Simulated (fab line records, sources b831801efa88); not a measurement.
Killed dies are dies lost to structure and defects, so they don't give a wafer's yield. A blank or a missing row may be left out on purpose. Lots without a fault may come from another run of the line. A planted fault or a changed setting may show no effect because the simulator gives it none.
One fault seen from 2 desks | flow sky130 | each desk has only its own numbers; what lay behind them comes last

THE TOOL OWNER'S DESK: cmp-02
The tool's own readings at SKY_VIA4_CMP_02 (polishes SiO2): means of the sampled wafers that have a number, for each lot that ran on this tool. A lot is out of limits, marked OUT, if its mean lies more than 4 standard deviations from the usual mean; the brackets give that distance.
Columns: A = motor_current_A at SKY_VIA4_CMP_02, usual 12.2 A
lot  | first seen here | A
L432 | day 45 06:08    | 12.0
L434 | day 46 14:44    | 11.9
This desk's finding: nothing out of limits on any of the 2 lots.

THE METROLOGY DESK
What the gauges read, lot by lot, whatever tool the lot ran on: means of the sampled wafers that have a number. A lot is out of limits, marked OUT, if its mean lies more than 4 standard deviations from the usual mean; the brackets give that distance.
Columns: A = VIA3_OVL at SKY_VIA3_OVL_MEAS_13, usual 1 nm
lot  | first seen here | A
L419 | day 40 07:35    | 10
L420 | day 40 08:12    | -5
L421 | day 41 05:42    | 0
L422 | day 41 07:32    | 2
L423 | day 41 11:12    | 5
L424 | day 41 15:42    | 4
L427 | day 41 23:26    | -2
L432 | day 43 06:21    | 5
L434 | day 44 16:27    | -6
L436 | day 44 17:12    | 6
L438 | day 45 01:32    | -3
L442 | day 45 23:30    | 3
This desk's finding: nothing out of limits on any of the 12 lots.

PUT TOGETHER
The tool owner's desk saw nothing out of limits.
The metrology desk saw nothing out of limits.

WHAT THE SIMULATOR HAD PUT IN
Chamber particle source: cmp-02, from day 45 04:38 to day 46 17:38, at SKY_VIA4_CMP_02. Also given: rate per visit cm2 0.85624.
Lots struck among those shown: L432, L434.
